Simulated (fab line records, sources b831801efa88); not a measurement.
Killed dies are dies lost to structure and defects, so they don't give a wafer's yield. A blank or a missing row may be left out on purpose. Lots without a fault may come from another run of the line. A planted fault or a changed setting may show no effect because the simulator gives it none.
One fault seen from 2 desks | flow sky130 | each desk has only its own numbers; what lay behind them comes last

THE TOOL OWNER'S DESK: rie_metal-04
The tool's own readings at SKY_METAL1_METAL_ETCH_19 (etches the open film in Cl2/BCl3, stops on SiO2, target depth 360 nm, time 78 s): means of the sampled wafers that have a number, for each lot that ran on this tool. A lot is out of limits, marked OUT, if its mean lies more than 4 standard deviations from the usual mean; the brackets give that distance.
Columns: A = drypump_motor_current_A at SKY_METAL1_METAL_ETCH_19, usual 5.74 A; B = oes_product_au at SKY_METAL1_METAL_ETCH_19, usual 0.855 a.u.; C = throttle_valve_pct at SKY_METAL1_METAL_ETCH_19, usual 22.263 %
lot  | first seen here | A    | B     | C
L931 | day 35 22:56    | 5.46 | 0.857 | 22.270
L941 | day 38 19:17    | 5.36 | 0.845 | 22.264
L942 | day 39 04:29    | 5.68 | 0.838 | 22.259
This desk's finding: nothing out of limits on any of the 3 lots.

THE METROLOGY DESK
What the gauges read, lot by lot, whatever tool the lot ran on: means of the sampled wafers that have a number. A lot is out of limits, marked OUT, if its mean lies more than 4 standard deviations from the usual mean; the brackets give that distance.
Columns: A = cd_nm at SKY_METAL1_CD_MEAS_15, usual 139.9 nm; B = METAL1_OVL at SKY_METAL1_OVL_MEAS_16, usual -1 nm
lot  | first seen here | A     | B
L925 | day 33 19:30    | 140.3 | -5
L930 | day 35 20:16    | 139.7 | -4
L931 | day 35 22:43    | 138.0 | -1
L941 | day 38 18:55    | 140.2 | 0
L942 | day 39 04:16    | 140.5 | 1
L944 | day 40 00:09    | 139.2 | -4
This desk's finding: nothing out of limits on any of the 6 lots.

PUT TOGETHER
The tool owner's desk saw nothing out of limits.
The metrology desk saw nothing out of limits.

WHAT THE SIMULATOR HAD PUT IN
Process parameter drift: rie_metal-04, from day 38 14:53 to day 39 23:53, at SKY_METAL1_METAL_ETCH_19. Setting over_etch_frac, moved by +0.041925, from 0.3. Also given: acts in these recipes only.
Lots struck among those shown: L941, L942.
